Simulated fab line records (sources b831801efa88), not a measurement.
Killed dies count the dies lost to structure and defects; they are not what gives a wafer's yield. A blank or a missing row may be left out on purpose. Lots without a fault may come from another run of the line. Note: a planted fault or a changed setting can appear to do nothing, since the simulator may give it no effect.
Which tool was responsible? -- flow sfq-line -- 15 lots with 45 wafers sampled at 5 steps, on a route of 325 steps

WHAT THE GAUGES READ, wafer by wafer
SFQ_I2_OVL_MEAS_918.
lot,measured,on,I2_OVL (nm)
L587,day 36 20:05,overlay-01,-4 -4 -3
L589,day 37 02:06,overlay-02,-3 -4 -2
L591,day 39 09:17,overlay-01,4 6 7
L593,day 39 14:05,overlay-02,3 1 0
L594,day 39 15:17,overlay-02,-11 -6 -2
L596,day 40 23:08,overlay-01,-6 -1 4
L597,day 41 07:33,overlay-02,3 -2 2
L598,day 42 00:21,overlay-02,1 2 -3
L604,day 42 17:08,overlay-02,-2 -2 -4
L605,day 42 18:21,overlay-02,-8 -9 -11
L606,day 42 22:04,overlay-02,-5 2 4
L607,day 43 00:28,overlay-02,11 6 9
L608,day 43 01:47,overlay-02,5 2 3
L609,day 43 03:00,overlay-02,2 -1 -1
L610,day 43 06:54,overlay-02,-3 0 0

SFQ_M3_RS_MEAS_919: measures by four-point-probe.
lot,measured,on,M3_NB_RS (ohm/sq)
L587,day 36 22:11,film-metro-02,0.897 0.893 0.893
L589,day 37 03:13,film-metro-02,0.887 0.902 0.894
L591,day 39 10:23,film-metro-02,0.911 0.897 0.917
L593,day 39 15:11,film-metro-04,0.902 0.903 0.899
L594,day 39 16:22,film-metro-04,0.899 0.901 0.892
L596,day 41 00:14,film-metro-03,- - -
L597,day 41 08:41,film-metro-04,- - -
L598,day 42 01:28,film-metro-04,- - -
L604,day 42 18:14,film-metro-02,0.883 0.897 0.876
L605,day 42 19:29,film-metro-03,0.896 0.909 0.905
L606,day 42 23:08,film-metro-02,0.869 0.886 0.890
L607,day 43 01:34,film-metro-04,0.891 0.898 0.905
L608,day 43 02:52,film-metro-02,0.887 0.875 0.883
L609,day 43 04:08,film-metro-04,0.877 0.883 0.867
L610,day 43 07:59,film-metro-03,0.884 0.882 0.880

TOOL THAT RAN EACH LOT (tool first, then ch and the chambers of the sampled wafers, then the start)
lot,SFQ_TRILAYER_I1_METRO_MEASURE_047,SFQ_TRILAYER_I1_VIA_STRIP_STRIP_053,SFQ_TRILAYER_M3_DEP_SPUTTER_073
L587,"film-metro-01, day 22 08:17","rie-metal-04 ch 0,1, day 23 11:43","pvd-sputter-04, day 36 22:05"
L589,"film-metro-04, day 23 08:39","rie-metal-01 ch 0,1, day 23 15:31","pvd-sputter-04, day 37 03:05"
L591,"film-metro-01, day 24 18:45","rie-metal-04 ch 0,1, day 25 23:42","pvd-sputter-04, day 39 10:16"
L593,"film-metro-02, day 25 12:46","rie-metal-04 ch 1, day 26 02:06","pvd-sputter-04, day 39 15:04"
L594,"film-metro-01, day 26 00:33","rie-metal-04 ch 0,1, day 26 04:11","pvd-sputter-06, day 39 16:16"
L596,"film-metro-01, day 27 05:16","rie-metal-04 ch 0, day 27 08:54","pvd-sputter-04, day 41 00:08"
L597,"film-metro-02, day 27 13:05","rie-metal-04 ch 0, day 27 16:43","pvd-sputter-03, day 41 08:34"
L598,"film-metro-04, day 28 10:41","rie-metal-01 ch 0,1, day 28 14:07","pvd-sputter-04, day 42 01:20"
L604,"film-metro-02, day 29 02:12","rie-metal-01 ch 0, day 29 05:38","pvd-sputter-04, day 42 18:08"
L605,"film-metro-04, day 29 05:36","rie-metal-03 ch 0,1, day 29 09:26","pvd-sputter-06, day 42 19:20"
L606,"film-metro-02, day 29 06:05","rie-metal-01 ch 0,1, day 29 10:26","pvd-sputter-04, day 42 23:03"
L607,"film-metro-04, day 29 08:12","rie-metal-01 ch 0, day 29 12:50","pvd-sputter-06, day 43 01:27"
L608,"film-metro-02, day 29 09:13","rie-metal-03 ch 0,1, day 29 14:02","pvd-sputter-03, day 43 02:47"
L609,"film-metro-04, day 29 11:36","rie-metal-04 ch 0,1, day 36 01:10","pvd-sputter-04, day 43 03:59"
L610,"film-metro-02, day 29 15:15","rie-metal-04 ch 0,1, day 36 08:10","pvd-sputter-03, day 43 07:54"
- SFQ_TRILAYER_I1_METRO_MEASURE_047
- SFQ_TRILAYER_I1_VIA_STRIP_STRIP_053: strips in O2.
- SFQ_TRILAYER_M3_DEP_SPUTTER_073: material Nb, target thk 200 nm, time 133.3 s.

AS READ BY THE TOOLS THEMSELVES (means over the sampled wafers that have a number; for cases with no such wafer, the mark the record gives instead)
SFQ_TRILAYER_I1_METRO_MEASURE_047.
lot,tool,thk-nm (nm)
L587,film-metro-01,200.6
L589,film-metro-04,199.4
L591,film-metro-01,201.1
L593,film-metro-02,198.6
L594,film-metro-01,199.9
L596,film-metro-01,200.8
L597,film-metro-02,201.6
L598,film-metro-04,199.0
L604,film-metro-02,199.2
L605,film-metro-04,198.0
L606,film-metro-02,201.2
L607,film-metro-04,198.7
L608,film-metro-02,201.0
L609,film-metro-04,200.1
L610,film-metro-02,200.0

SFQ_TRILAYER_I1_VIA_STRIP_STRIP_053.
lot,tool,drypump-motor-current-A (A),oes-product-au (a.u.)
L587,rie-metal-04,5.6,1.000
L589,rie-metal-01,6.1,0.996
L591,rie-metal-04,5.6,0.994
L593,rie-metal-04,5.5,0.994
L594,rie-metal-04,5.6,1.002
L596,rie-metal-04,5.8,0.998
L597,rie-metal-04,5.8,0.992
L598,rie-metal-01,6.0,0.990
L604,rie-metal-01,5.9,0.983
L605,rie-metal-03,5.7,1.004
L606,rie-metal-01,6.0,0.988
L607,rie-metal-01,5.9,0.984
L608,rie-metal-03,5.4,0.996
L609,rie-metal-04,5.6,0.986
L610,rie-metal-04,5.7,0.992

SFQ_TRILAYER_M3_DEP_SPUTTER_073.
lot,tool,base-pressure-pa (Pa),cathode-dc-power-W (W),chamber-pressure-pa (Pa),throttle-valve-pct (%)
L587,pvd-sputter-04,1.34e-06,1999.9,0.13340,30.0
L589,pvd-sputter-04,1.35e-06,1999.6,0.13353,30.8
L591,pvd-sputter-04,1.34e-06,2000.0,0.13341,30.8
L593,pvd-sputter-04,1.39e-06,1999.9,0.13304,29.6
L594,pvd-sputter-06,1.38e-06,2000.3,0.13318,28.5
L596,pvd-sputter-04,-,-,-,-
L597,pvd-sputter-03,-,-,-,-
L598,pvd-sputter-04,-,-,-,-
L604,pvd-sputter-04,1.23e-06,1999.7,0.13351,29.7
L605,pvd-sputter-06,1.29e-06,2000.3,0.13328,30.9
L606,pvd-sputter-04,1.36e-06,1999.9,0.13304,30.1
L607,pvd-sputter-06,1.31e-06,1999.6,0.13322,30.2
L608,pvd-sputter-03,1.34e-06,2000.0,0.13339,30.9
L609,pvd-sputter-04,1.35e-06,2000.0,0.13341,30.2
L610,pvd-sputter-03,1.29e-06,1999.7,0.13313,31.2

THE ANSWER, worked out from the rows above alone
Rule: the lots themselves supply what counts as usual. Put in order of their means at a reading, lots are off if they are a third of the lots or fewer, leave a main group of 4 or more, and stand apart from it by a gap of 3 or more times the standard deviation of the main group's means; of several such gaps the widest counts. Not used: any main group whose means are identical at the precision the tables above print for the reading. Also off: a lot with no number at a reading for which 4 or more lots have one. Any other lot the step has rows for is counted as sound. Order of review: gauges by route order, followed by the tools' own readings, for which a lot's mean as printed above is used. The first step at which some lot is off is used, and at that step the reading that is off furthest; a lot without a number counts as furthest.
Off: L596, L597, L598, at SFQ_M3_RS_MEAS_919 (M3_NB_RS). Without a number there: L596, L597, L598. Mean 0.892 ohm/sq and standard deviation 0.0099 in the main group.
If a tool, at a process step before that reading, ran all the lots that are off and no sound lot after the first of them, it fits. Not tried: the gauges at SFQ_M3_RS_MEAS_919; whatever is off there is also off at SFQ_TRILAYER_M3_DEP_SPUTTER_073, on other tools, and gauge error can't account for it. Of those tried, none fits.

WHAT WAS PUT IN BY THE SIMULATOR
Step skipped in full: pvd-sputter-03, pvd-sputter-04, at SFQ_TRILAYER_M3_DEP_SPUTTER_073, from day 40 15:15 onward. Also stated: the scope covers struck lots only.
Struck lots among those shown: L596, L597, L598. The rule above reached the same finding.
